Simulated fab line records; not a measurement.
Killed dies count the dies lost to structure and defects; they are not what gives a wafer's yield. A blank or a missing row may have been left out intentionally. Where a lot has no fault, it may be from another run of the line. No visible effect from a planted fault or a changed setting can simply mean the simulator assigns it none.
A struck lot beside a sound one :: flow sfqLine :: 42 steps out of a route of 325
Sound: wafers L219.2, L219.3, L219.4. Struck: wafer L217.4 (L217.1, L217.3, from the same lot, were not struck and are left out); the cause is given at the end.
Each step with rows lists, per side, the tool, then ch with its chambers, then its first start. Under that, the readings that differ: sound wafers :: struck wafers :: difference of the means :: sigmas: that difference in standard deviations of wafers without a fault.
alike: words and numbers the same on both sides, and readings whose means are apart by under 2 such deviations; not compared: readings that were withheld, readings missing a value for some wafer, numbers with overlapping values and no deviation given by the record, and bounds like >300 which may hide the same value.
The two part at a step that has a row with sigmas, a row that says differs or no value, or rows on one side only. Numbers that have no deviation but don't overlap get no sigmas and don't part them. A reading missing from all wafers of one side parts the sides only when that side holds two or more wafers.

first, 6 steps without rows for these wafers: SFQ_TRILAYER_I6_VIA_LITHO_COAT_174 (resist thk 62 nm); SFQ_TRILAYER_I6_VIA_LITHO_COAT_169 (resist thk 650 nm); SFQ_TRILAYER_I6_VIA_LITHO_SOFTBAKE_173; SFQ_TRILAYER_I6_VIA_LITHO_EXPOSE_170 (exposes mask I6, target cd 700 nm); SFQ_TRILAYER_I6_VIA_LITHO_PEB_172 (peb time 60 s); SFQ_TRILAYER_I6_VIA_LITHO_DEVELOP_171 (time 60 s).
SFQ_I6_OVL_MEAS_942:
  sound on overlay-02, day 81 02:50; struck on overlay-02, day 80 08:50
  alike: I6_OVL
then, 1 step without rows for these wafers: SFQ_TRILAYER_I6_VIA_BARC_OPEN_VIA_ETCH_235 (etches BARC in O2, target depth 125 nm, time 41.7 s).
SFQ_TRILAYER_I6_VIA_ETCH_VIA_ETCH_172: etches SiO2 in CHF3, stops on Nb, target depth 260 nm.
  sound on rieDiel-04 ch 0,2, day 81 02:55; struck on rieDiel-04 ch 0, day 80 08:55
reading: oesProductAu (a.u.)
sound: 0.851 0.849 0.852
struck: 0.861
difference: +0.010
sigmas: +2
  alike: drypumpMotorCurrentA
then, 3 steps without rows for these wafers: SFQ_TRILAYER_I6_VIA_STRIP_STRIP_173 (strips in O2); SFQ_TRILAYER_I6_VIA_STRIP_SOLV_CLEAN_174 (cleans in NMP, time 600 s); SFQ_TRILAYER_M7_DEP_PRE_CLEAN_176 (time 22.5 s).
SFQ_TRILAYER_M7_DEP_SPUTTER_175: material Nb, target thk 200 nm, time 133.3 s.
  sound on pvdSputter-06, day 81 03:50; struck on pvdSputter-03, day 80 09:50
reading: model.Nb_of_TRILAYER_M7_DEP_SPUTTER_175.thkNm (nm)
sound: 201.6 201.4 203.5
struck: 99.01
difference: -103.16
sigmas: 
  alike: throttleValvePct
SFQ_M7_RS_MEAS_943: measurement is done with a four-point probe.
  sound on filmMetro-02, day 81 03:56; struck on filmMetro-02, day 80 09:55
reading: M7_NB_RS (ohm/sq)
sound: 0.883 0.884 0.876
struck: 1.822
difference: +0.941
sigmas: +96
then, 6 steps without rows for these wafers: SFQ_TRILAYER_M7_LITHO_COAT_182 (resist thk 62 nm); SFQ_TRILAYER_M7_LITHO_COAT_177 (resist thk 600 nm); SFQ_TRILAYER_M7_LITHO_SOFTBAKE_181; SFQ_TRILAYER_M7_LITHO_EXPOSE_178 (exposes mask M7, target cd 500 nm); SFQ_TRILAYER_M7_LITHO_PEB_180 (peb time 60 s); SFQ_TRILAYER_M7_LITHO_DEVELOP_179 (time 60 s).
-- the record jumps here: 4 days lie between the struck wafers' starts before and after --
SFQ_M7_OVL_MEAS_945:
  sound on overlay-01, day 85 00:01; struck on overlay-01, day 84 12:01
  alike: M7_OVL
then, 1 step without rows for these wafers: SFQ_TRILAYER_M7_BARC_OPEN_METAL_ETCH_229 (etches BARC in O2, target depth 125 nm, time 41.7 s).
SFQ_TRILAYER_M7_ETCH_METAL_ETCH_180: etches Nb in Cl2/Ar, stops on SiO2, target depth 240 nm, time 120 s.
  sound on rieMetal-02 ch 0,1, day 85 00:07; struck on rieMetal-04 ch 1, day 84 12:07
reading: oesProductAu (a.u.)
sound: 0.907 0.889 0.908
struck: 0.624
difference: -0.277
sigmas: -36
  alike: drypumpMotorCurrentA
  not compared: rfHoursCounterH
SFQ_TRILAYER_M7_STRIP_STRIP_181: strips in O2.
  sound on rieMetal-02 ch 0,1, day 85 00:14; struck on rieMetal-04 ch 1, day 84 12:14
  alike: drypumpMotorCurrentA, oesProductAu
  not compared: rfHoursCounterH
then, 3 steps without rows for these wafers: SFQ_TRILAYER_M7_STRIP_SOLV_CLEAN_182 (cleans in NMP, time 600 s); SFQ_TRILAYER_I7_DEP_PECVD_183 (deposits SiO2 from SiH4/N2O, time 111.11 s, target thk 500 nm); SFQ_TRILAYER_I7_CMP_CMP_184 (polishes SiO2).
SFQ_I7_BOW_MEAS_946:
  sound on filmMetro-02, day 85 04:07; struck on filmMetro-01, day 84 16:05
  alike: I7_BOW
then, 7 steps without rows for these wafers: SFQ_TRILAYER_I7_METRO_MEASURE_185; SFQ_TRILAYER_I7_VIA_LITHO_COAT_192 (resist thk 62 nm); SFQ_TRILAYER_I7_VIA_LITHO_COAT_187 (resist thk 650 nm); SFQ_TRILAYER_I7_VIA_LITHO_SOFTBAKE_191; SFQ_TRILAYER_I7_VIA_LITHO_EXPOSE_188 (exposes mask I7, target cd 1000 nm); SFQ_TRILAYER_I7_VIA_LITHO_PEB_190 (peb time 60 s); SFQ_TRILAYER_I7_VIA_LITHO_DEVELOP_189 (time 60 s).
SFQ_I7_OVL_MEAS_947:
  sound on overlay-01, day 85 12:19; struck on overlay-01, day 85 05:07
  alike: I7_OVL
SFQ_TRILAYER_I7_VIA_BARC_OPEN_VIA_ETCH_260: etches BARC in O2, target depth 125 nm, time 41.7 s.
  sound on rieDiel-03 ch 0,2,3, day 85 12:20; struck on rieDiel-03 ch 1, day 85 05:08
  alike: drypumpMotorCurrentA, oesProductAu
  not compared: rfHoursCounterH
SFQ_TRILAYER_I7_VIA_ETCH_VIA_ETCH_190: etches SiO2 in CHF3, stops on Nb, target depth 260 nm.
  sound on rieDiel-03 ch 0,2,3, day 85 12:23; struck on rieDiel-03 ch 1, day 85 05:11
  alike: drypumpMotorCurrentA, oesProductAu
SFQ_TRILAYER_I7_VIA_STRIP_STRIP_191: strips in O2.
  sound on rieMetal-03 ch 0,1, day 85 12:30; struck on rieMetal-01 ch 0, day 85 05:18
  alike: drypumpMotorCurrentA, oesProductAu
  not compared: rfHoursCounterH
then, 2 steps without rows for these wafers: SFQ_TRILAYER_I7_VIA_STRIP_SOLV_CLEAN_192 (cleans in NMP, time 600 s); SFQ_TRILAYER_M8_LITHO_LOR_COAT_197.
SFQ_M8_BOW_MEAS_951:
  sound on filmMetro-03, day 85 20:40; struck on filmMetro-02, day 85 14:38
reading: model.etest.m7.ohmUm
sound: 1.77 1.778 1.751
struck: 3.629
difference: +1.863
sigmas: 

reading: model.etest.i6.linkOhm
sound: 1.87 1.877 1.857
struck: 2.878
difference: +1.010
sigmas: 

reading: model.etest.m7.ohmSq
sound: 0.8834 0.884 0.875
struck: 1.799
difference: +0.918
sigmas: 

reading: model.etest.i7.linkOhm
sound: 1.045 1.044 1.036
struck: 1.96
difference: +0.92
sigmas: 
  alike: M8_BOW

WHERE THEY PART
Last at SFQ_TRILAYER_M7_ETCH_METAL_ETCH_180 as far as this record goes, first at SFQ_TRILAYER_I6_VIA_ETCH_VIA_ETCH_172. Later steps at which nothing parts them and some readings are alike: SFQ_TRILAYER_M7_STRIP_STRIP_181, SFQ_I7_BOW_MEAS_946, SFQ_I7_OVL_MEAS_947, SFQ_TRILAYER_I7_VIA_BARC_OPEN_VIA_ETCH_260, SFQ_TRILAYER_I7_VIA_ETCH_VIA_ETCH_190, SFQ_TRILAYER_I7_VIA_STRIP_STRIP_191, SFQ_M8_BOW_MEAS_951.

WHY: the cause the simulator had injected
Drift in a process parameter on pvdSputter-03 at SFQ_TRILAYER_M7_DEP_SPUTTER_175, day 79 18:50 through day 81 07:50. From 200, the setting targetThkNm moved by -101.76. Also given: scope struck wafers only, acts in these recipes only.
